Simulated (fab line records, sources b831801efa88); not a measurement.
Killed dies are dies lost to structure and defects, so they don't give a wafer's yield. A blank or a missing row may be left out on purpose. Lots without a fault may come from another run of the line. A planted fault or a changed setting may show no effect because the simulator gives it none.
Split-lot experiment | flow gf180mcu | 5 lots, 23 wafers read, on a route of 602 steps

THE SPLIT
At GF_HV_LDD_CVD_56 (deposits Si3N4 from DCS/NH3, target thk 90 nm, time 1543 s), the setting temp_c was moved away from the recipe's 770 C on 15 of the 23 wafers read, by +0.4% to +0.9%. The other wafers ran this setting at the recipe's value.

FROM THE SPLIT TO THE READING: what the file shows between them, 1 step
- GF_HV_LDD_THK_MEAS_57

THE READING
oes_product_au, in a.u., at GF_HV_LDD_ETCHBACK_58 (etches Si3N4 in CH3F/O2, stops on SiO2, time 100 s, target depth 90 nm). Fault-free wafers of this fab line usually give 0.845 a.u., standard deviation 0.0072 a.u..

wafer  | tool, chamber at the split | temp_c as run, C | against the recipe | oes_product_au, a.u. | against lot-mates on the recipe
L076.2 | -, -                       | 770              | recipe             | 0.851                | -
L076.3 | -, -                       | 770              | recipe             | 0.846                | -
L076.4 | -, -                       | 770              | recipe             | 0.845                | -
L076.5 | -, -                       | 770              | recipe             | 0.834                | -
L076.6 | -, -                       | 770              | recipe             | 0.851                | -
L079.2 | lpcvd-01, 0                | 770              | recipe             | 0.843                | -
L079.3 | lpcvd-01, 0                | 770              | recipe             | 0.840                | -
L079.6 | lpcvd-01, 0                | 770              | recipe             | 0.839                | -
L082.2 | -, -                       | 773.3            | +0.4%              | 0.873                | no lot-mate on the recipe
L082.3 | -, -                       | 773.3            | +0.4%              | 0.868                | no lot-mate on the recipe
L082.4 | -, -                       | 773.3            | +0.4%              | 0.872                | no lot-mate on the recipe
L082.5 | -, -                       | 773.3            | +0.4%              | 0.879                | no lot-mate on the recipe
L082.6 | -, -                       | 773.3            | +0.4%              | 0.875                | no lot-mate on the recipe
L083.1 | -, -                       | 776.2            | +0.8%              | 0.897                | no lot-mate on the recipe
L083.3 | -, -                       | 776.2            | +0.8%              | 0.896                | no lot-mate on the recipe
L083.4 | -, -                       | 776.2            | +0.8%              | 0.895                | no lot-mate on the recipe
L083.5 | -, -                       | 776.2            | +0.8%              | 0.888                | no lot-mate on the recipe
L083.6 | -, -                       | 776.2            | +0.8%              | 0.900                | no lot-mate on the recipe
L084.1 | -, -                       | 776.9            | +0.9%              | 0.916                | no lot-mate on the recipe
L084.3 | -, -                       | 776.9            | +0.9%              | 0.919                | no lot-mate on the recipe
L084.4 | -, -                       | 776.9            | +0.9%              | 0.912                | no lot-mate on the recipe
L084.5 | -, -                       | 776.9            | +0.9%              | 0.898                | no lot-mate on the recipe
L084.6 | -, -                       | 776.9            | +0.9%              | 0.912                | no lot-mate on the recipe

THE FIT
A straight line over all 23 wafers: oes_product_au changes by +0.0709 a.u. for each +1% of temp_c; r = +0.97; the points scatter about the line by 0.0065 a.u..
Too few moved wafers have a lot-mate on the recipe to fit a line with each lot's own level taken away.

THE WHOLE CHAIN: every reading that the file lists as answering this split, in the file's order
step                  | what it does                                                           | reading                                                                        | change (the file's fit)                  | r (the file's)
GF_HV_LDD_CVD_56      | deposits Si3N4 from DCS/NH3, target thk 90 nm, time 1543 s             | Si3N4_of_HV_LDD_CVD_56.thk_nm (the simulator's own value, which no gauge read) | +13.9 nm for each +1% of the setting     | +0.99
GF_HV_LDD_THK_MEAS_57 |                                                                        | HV_LDD_CVD_56_THK                                                              | +13.9 for each +1% of the setting        | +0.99
GF_HV_LDD_ETCHBACK_58 | etches Si3N4 in CH3F/O2, stops on SiO2, time 100 s, target depth 90 nm | oes_product_au                                                                 | +0.0708 a.u. for each +1% of the setting | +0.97

THE FILE'S OWN FIT
oes_product_au changes by +0.0708 a.u. for each +1% of temp_c, r = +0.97.
